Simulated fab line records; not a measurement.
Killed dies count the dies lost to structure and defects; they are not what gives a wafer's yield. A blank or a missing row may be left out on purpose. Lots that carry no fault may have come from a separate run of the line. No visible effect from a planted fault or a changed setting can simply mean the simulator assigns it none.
Which tool is to blame? || flow gf180mcu || 42 wafers from 14 lots sampled at 4 of the route's 602 steps

## WHAT THE GAUGES SHOWED, per wafer
GF_V2_THK_MEAS_25: measures by xrf. Usual: V2_W_THK 346 nm, standard deviation 5.1.
{"lot": "L103", "measured": "day 19 20:25", "on": "film metro-03", "V2_W_THK (nm)": "346 343 348", "flag": ""}
{"lot": "L105", "measured": "day 21 01:38", "on": "film metro-02", "V2_W_THK (nm)": "345 348 343", "flag": ""}
{"lot": "L104", "measured": "day 21 04:07", "on": "film metro-04", "V2_W_THK (nm)": "346 346 346", "flag": ""}
{"lot": "L106", "measured": "day 21 12:40", "on": "film metro-03", "V2_W_THK (nm)": "342 340 344", "flag": ""}
{"lot": "L107", "measured": "day 21 19:04", "on": "film metro-02", "V2_W_THK (nm)": "342 340 344", "flag": ""}
{"lot": "L109", "measured": "day 22 21:16", "on": "film metro-04", "V2_W_THK (nm)": "346 348 346", "flag": ""}
{"lot": "L112", "measured": "day 23 06:05", "on": "film metro-03", "V2_W_THK (nm)": "346 339 338", "flag": ""}
{"lot": "L113", "measured": "day 23 13:27", "on": "film metro-03", "V2_W_THK (nm)": "346 342 341", "flag": ""}
{"lot": "L114", "measured": "day 24 00:33", "on": "film metro-03", "V2_W_THK (nm)": "347 347 349", "flag": ""}
{"lot": "L115", "measured": "day 24 19:04", "on": "film metro-04", "V2_W_THK (nm)": "344 336 335", "flag": ""}
{"lot": "L116", "measured": "day 24 20:45", "on": "film metro-02", "V2_W_THK (nm)": "352 352 353", "flag": ""}
{"lot": "L117", "measured": "day 25 07:22", "on": "film metro-02", "V2_W_THK (nm)": "359 356 360", "flag": ""}

## TOOL THAT RAN EACH LOT (tool first, then ch and the chambers of the sampled wafers, then the start)
{"lot": "L103", "GF_V1_CVD_23": "cvd w-02 ch 0,1, day 17 17:47", "GF_M2_EXPOSE_11": "krf scanner-01 ch 0, day 18 06:40", "GF_V2_ETCH_16": "rie diel-03 ch 0,1,2, day 19 19:24"}
{"lot": "L105", "GF_V1_CVD_23": "cvd w-01 ch 0,1, day 18 22:22", "GF_M2_EXPOSE_11": "krf scanner-02 ch 0, day 19 12:21", "GF_V2_ETCH_16": "rie diel-01 ch 1,2,3, day 21 00:32"}
{"lot": "L104", "GF_V1_CVD_23": "cvd w-02 ch 0,1, day 18 23:44", "GF_M2_EXPOSE_11": "krf scanner-01 ch 0, day 19 12:35", "GF_V2_ETCH_16": "rie diel-03 ch 1,2, day 21 01:59"}
{"lot": "L106", "GF_V1_CVD_23": "cvd w-01 ch 0, day 19 10:35", "GF_M2_EXPOSE_11": "krf scanner-02 ch 0, day 19 22:43", "GF_V2_ETCH_16": "rie diel-01 ch 1,2, day 21 11:19"}
{"lot": "L107", "GF_V1_CVD_23": "cvd w-01 ch 0,1, day 19 18:13", "GF_M2_EXPOSE_11": "krf scanner-01 ch 0, day 20 05:08", "GF_V2_ETCH_16": "rie diel-01 ch 1,2,3, day 21 17:59"}
{"lot": "L109", "GF_V1_CVD_23": "cvd w-02 ch 0,1, day 20 17:04", "GF_M2_EXPOSE_11": "krf scanner-02 ch 0, day 21 06:53", "GF_V2_ETCH_16": "rie diel-01 ch 0,3, day 22 20:16"}
{"lot": "L112", "GF_V1_CVD_23": "cvd w-01 ch 0,1, day 21 01:52", "GF_M2_EXPOSE_11": "krf scanner-01 ch 0, day 21 14:58", "GF_V2_ETCH_16": "rie diel-01 ch 1,2,3, day 23 05:02"}
{"lot": "L113", "GF_V1_CVD_23": "cvd w-01 ch 0,1, day 21 10:37", "GF_M2_EXPOSE_11": "krf scanner-02 ch 0, day 22 00:14", "GF_V2_ETCH_16": "rie diel-02 ch 0,1,2, day 23 12:17"}
{"lot": "L114", "GF_V1_CVD_23": "cvd w-01 ch 0,1, day 21 21:37", "GF_M2_EXPOSE_11": "krf scanner-01 ch 0, day 22 10:43", "GF_V2_ETCH_16": "rie diel-01 ch 0,2, day 23 23:32"}
{"lot": "L115", "GF_V1_CVD_23": "cvd w-01 ch 0,1, day 22 18:23", "GF_M2_EXPOSE_11": "krf scanner-02 ch 0, day 23 07:26", "GF_V2_ETCH_16": "rie diel-01 ch 0,2, day 24 18:02"}
{"lot": "L116", "GF_V1_CVD_23": "cvd w-02 ch 1, day 22 19:56", "GF_M2_EXPOSE_11": "krf scanner-01 ch 0, day 23 08:23", "GF_V2_ETCH_16": "rie diel-02 ch 0,1,2, day 24 19:44"}
{"lot": "L117", "GF_V1_CVD_23": "cvd w-02 ch 1, day 23 06:20", "GF_M2_EXPOSE_11": "krf scanner-02 ch 0, day 23 18:37", "GF_V2_ETCH_16": "rie diel-02 ch 1,2,3, day 25 06:22"}
{"lot": "L121", "GF_V1_CVD_23": "cvd w-01 ch 0,1, day 24 13:36", "GF_M2_EXPOSE_11": "krf scanner-01, day 25 02:47", "GF_V2_ETCH_16": "-"}
{"lot": "L123", "GF_V1_CVD_23": "cvd w-01 ch 0,1, day 25 02:25", "GF_M2_EXPOSE_11": "krf scanner-01, day 25 13:50", "GF_V2_ETCH_16": "-"}
- GF_V1_CVD_23: deposits W, target thk 350 nm, time 105.05 s.
- GF_M2_EXPOSE_11: exposes mask Metal2, target cd 280 nm.
- GF_V2_ETCH_16: etches BARC in N2/H2.

## AS READ BY THE TOOLS THEMSELVES (means over the sampled wafers that have a number; for cases with no such wafer, the mark the record gives instead)
GF_V1_CVD_23. Usual: heater power w at 822 W, with a standard deviation of 83.
{"lot": "L103", "tool": "cvd w-02", "heater power w (W)": 805, "flag": ""}
{"lot": "L105", "tool": "cvd w-01", "heater power w (W)": 788, "flag": ""}
{"lot": "L104", "tool": "cvd w-02", "heater power w (W)": 802, "flag": ""}
{"lot": "L106", "tool": "cvd w-01", "heater power w (W)": 727, "flag": ""}
{"lot": "L107", "tool": "cvd w-01", "heater power w (W)": 868, "flag": ""}
{"lot": "L109", "tool": "cvd w-02", "heater power w (W)": 818, "flag": ""}
{"lot": "L112", "tool": "cvd w-01", "heater power w (W)": 796, "flag": ""}
{"lot": "L113", "tool": "cvd w-01", "heater power w (W)": 774, "flag": ""}
{"lot": "L114", "tool": "cvd w-01", "heater power w (W)": 861, "flag": ""}
{"lot": "L115", "tool": "cvd w-01", "heater power w (W)": 798, "flag": ""}
{"lot": "L116", "tool": "cvd w-02", "heater power w (W)": 808, "flag": ""}
{"lot": "L117", "tool": "cvd w-02", "heater power w (W)": 824, "flag": ""}
{"lot": "L121", "tool": "cvd w-01", "heater power w (W)": 782, "flag": ""}
{"lot": "L123", "tool": "cvd w-01", "heater power w (W)": 795, "flag": ""}

GF_M2_EXPOSE_11. Usual: exposure dose mJ cm2 28.000, standard deviation 0.023; focus offset nm 0.0 nm, standard deviation 0.43; reticle temp C 22.97 C, standard deviation 0.1; stage vel mm s 500.03 mm/s, standard deviation 0.23.
{"lot": "L103", "tool": "krf scanner-01", "exposure dose mJ cm2": 27.987, "focus offset nm (nm)": -0.1, "reticle temp C (C)": 22.88, "stage vel mm s (mm/s)": 500.08, "flag": ""}
{"lot": "L105", "tool": "krf scanner-02", "exposure dose mJ cm2": 28.014, "focus offset nm (nm)": -0.8, "reticle temp C (C)": 22.87, "stage vel mm s (mm/s)": 499.94, "flag": ""}
{"lot": "L104", "tool": "krf scanner-01", "exposure dose mJ cm2": 27.986, "focus offset nm (nm)": -0.2, "reticle temp C (C)": 23.07, "stage vel mm s (mm/s)": 499.66, "flag": ""}
{"lot": "L106", "tool": "krf scanner-02", "exposure dose mJ cm2": 28.004, "focus offset nm (nm)": 0.0, "reticle temp C (C)": 23.07, "stage vel mm s (mm/s)": 500.19, "flag": ""}
{"lot": "L107", "tool": "krf scanner-01", "exposure dose mJ cm2": 27.991, "focus offset nm (nm)": -0.0, "reticle temp C (C)": 23.06, "stage vel mm s (mm/s)": 500.23, "flag": ""}
{"lot": "L109", "tool": "krf scanner-02", "exposure dose mJ cm2": 28.005, "focus offset nm (nm)": 0.2, "reticle temp C (C)": 22.86, "stage vel mm s (mm/s)": 500.09, "flag": ""}
{"lot": "L112", "tool": "krf scanner-01", "exposure dose mJ cm2": 27.993, "focus offset nm (nm)": 0.1, "reticle temp C (C)": 23.07, "stage vel mm s (mm/s)": 500.04, "flag": ""}
{"lot": "L113", "tool": "krf scanner-02", "exposure dose mJ cm2": 28.005, "focus offset nm (nm)": -0.2, "reticle temp C (C)": 22.97, "stage vel mm s (mm/s)": 500.21, "flag": ""}
{"lot": "L114", "tool": "krf scanner-01", "exposure dose mJ cm2": 27.990, "focus offset nm (nm)": -0.4, "reticle temp C (C)": 23.00, "stage vel mm s (mm/s)": 499.88, "flag": ""}
{"lot": "L115", "tool": "krf scanner-02", "exposure dose mJ cm2": 28.009, "focus offset nm (nm)": 0.2, "reticle temp C (C)": 23.03, "stage vel mm s (mm/s)": 500.29, "flag": ""}
{"lot": "L116", "tool": "krf scanner-01", "exposure dose mJ cm2": 28.034, "focus offset nm (nm)": -0.0, "reticle temp C (C)": 23.01, "stage vel mm s (mm/s)": 499.78, "flag": ""}
{"lot": "L117", "tool": "krf scanner-02", "exposure dose mJ cm2": 27.976, "focus offset nm (nm)": 0.4, "reticle temp C (C)": 22.90, "stage vel mm s (mm/s)": 499.92, "flag": ""}
{"lot": "L121", "tool": "krf scanner-01", "exposure dose mJ cm2": "-", "focus offset nm (nm)": "-", "reticle temp C (C)": "-", "stage vel mm s (mm/s)": "-", "flag": "OFF"}
{"lot": "L123", "tool": "krf scanner-01", "exposure dose mJ cm2": "-", "focus offset nm (nm)": "-", "reticle temp C (C)": "-", "stage vel mm s (mm/s)": "-", "flag": "OFF"}

GF_V2_ETCH_16. Usual: drypump motor current A 5.6 A, standard deviation 0.44; oes product au 0.854 a.u., standard deviation 0.0047; rf fwd power W 494.2 W, standard deviation 2.6; throttle valve pct 13.225 %, standard deviation 0.0091.
{"lot": "L103", "tool": "rie diel-03", "drypump motor current A (A)": 5.9, "oes product au (a.u.)": 0.853, "rf fwd power W (W)": 494.6, "throttle valve pct (%)": 13.226, "flag": ""}
{"lot": "L105", "tool": "rie diel-01", "drypump motor current A (A)": 5.6, "oes product au (a.u.)": 0.857, "rf fwd power W (W)": 493.8, "throttle valve pct (%)": 13.223, "flag": ""}
{"lot": "L104", "tool": "rie diel-03", "drypump motor current A (A)": 5.5, "oes product au (a.u.)": 0.852, "rf fwd power W (W)": 490.8, "throttle valve pct (%)": 13.221, "flag": ""}
{"lot": "L106", "tool": "rie diel-01", "drypump motor current A (A)": 5.6, "oes product au (a.u.)": 0.853, "rf fwd power W (W)": 493.2, "throttle valve pct (%)": 13.224, "flag": ""}
{"lot": "L107", "tool": "rie diel-01", "drypump motor current A (A)": 5.6, "oes product au (a.u.)": 0.852, "rf fwd power W (W)": 494.1, "throttle valve pct (%)": 13.227, "flag": ""}
{"lot": "L109", "tool": "rie diel-01", "drypump motor current A (A)": 5.1, "oes product au (a.u.)": 0.856, "rf fwd power W (W)": 493.0, "throttle valve pct (%)": 13.217, "flag": ""}
{"lot": "L112", "tool": "rie diel-01", "drypump motor current A (A)": 5.6, "oes product au (a.u.)": 0.858, "rf fwd power W (W)": 493.0, "throttle valve pct (%)": 13.224, "flag": ""}
{"lot": "L113", "tool": "rie diel-02", "drypump motor current A (A)": 5.8, "oes product au (a.u.)": 0.856, "rf fwd power W (W)": 495.2, "throttle valve pct (%)": 13.229, "flag": ""}
{"lot": "L114", "tool": "rie diel-01", "drypump motor current A (A)": 6.0, "oes product au (a.u.)": 0.855, "rf fwd power W (W)": 494.4, "throttle valve pct (%)": 13.230, "flag": ""}
{"lot": "L115", "tool": "rie diel-01", "drypump motor current A (A)": 6.0, "oes product au (a.u.)": 0.854, "rf fwd power W (W)": 494.1, "throttle valve pct (%)": 13.227, "flag": ""}
{"lot": "L116", "tool": "rie diel-02", "drypump motor current A (A)": 5.8, "oes product au (a.u.)": 0.855, "rf fwd power W (W)": 496.7, "throttle valve pct (%)": 13.234, "flag": ""}
{"lot": "L117", "tool": "rie diel-02", "drypump motor current A (A)": 5.7, "oes product au (a.u.)": 0.855, "rf fwd power W (W)": 494.7, "throttle valve pct (%)": 13.232, "flag": ""}

## THE ANSWER, worked out from the rows above alone
Rule: lot off if the mean of its wafers having a number is beyond 3 standard deviations from the usual mean. A lot without any number at a reading at which 4 lots or more have one is off too. All remaining lots with rows at the step are treated as sound. The gauges are gone through in route order, then the tools' own readings, and for those a lot's mean is taken as printed above. The first step at which some lot is off is used, and at that step the reading that is off furthest; a lot without a number counts as furthest.
Off, at GF_M2_EXPOSE_11 on exposure dose mJ cm2: L121, L123. Without a number there: L121, L123.
If a tool, at that step or one of the process steps before it, ran each lot that is off and ran no sound lot following the first of them, it fits. This does not decide it: 2 tools fit, namely cvd w-01 at GF_V1_CVD_23 and krf scanner-01 at GF_M2_EXPOSE_11.

## WHAT THE SIMULATOR HAD INSERTED
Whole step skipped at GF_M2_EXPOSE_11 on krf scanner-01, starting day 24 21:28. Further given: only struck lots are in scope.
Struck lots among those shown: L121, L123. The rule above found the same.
